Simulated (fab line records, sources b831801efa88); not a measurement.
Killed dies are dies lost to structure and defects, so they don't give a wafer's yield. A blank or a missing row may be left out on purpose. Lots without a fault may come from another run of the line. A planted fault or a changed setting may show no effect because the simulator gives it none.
Which tool did it? | flow sky130 | 7 lots, 20 wafers sampled, at 1 step of a route of 708

WHAT THE GAUGES READ, wafer by wafer
SKY_FIELD_ISO_THK_MEAS_25.
lot  | measured    | on            | FIELD_ISO_CVD_24_THK (nm)
L775 | day 2 13:28 | film_metro-01 | 594 590 597
L777 | day 2 23:44 | film_metro-01 | 595 601 601
L779 | day 3 09:16 | film_metro-01 | 608 606 601
L784 | day 4 11:28 | film_metro-04 | 594 599
L791 | day 5 22:45 | film_metro-01 | 590 593 591
L794 | day 6 17:58 | film_metro-01 | 599 599 591
L796 | day 7 05:27 | film_metro-04 | 596 591 595

WHICH TOOL RAN EACH LOT (tool, then ch and the chambers of the sampled wafers, then the start)
The record holds no process step before these readings.

THE ANSWER, worked out from the rows above alone
Rule: what is usual is taken from the lots themselves. Put in order of their means at a reading, lots are off if they are a third of the lots or fewer, leave a main group of 4 or more, and stand apart from it by a gap of 3 or more times the standard deviation of the main group's means; of several such gaps the widest counts. A main group whose means are all the same, to the digits that the tables above print for the reading, isn't used. A lot without any number at a reading at which 4 lots or more have one is off too. The other lots that the step has rows for count as sound.
No lot is off at any reading shown: from this, nothing can be told.

WHAT THE SIMULATOR HAD PUT IN
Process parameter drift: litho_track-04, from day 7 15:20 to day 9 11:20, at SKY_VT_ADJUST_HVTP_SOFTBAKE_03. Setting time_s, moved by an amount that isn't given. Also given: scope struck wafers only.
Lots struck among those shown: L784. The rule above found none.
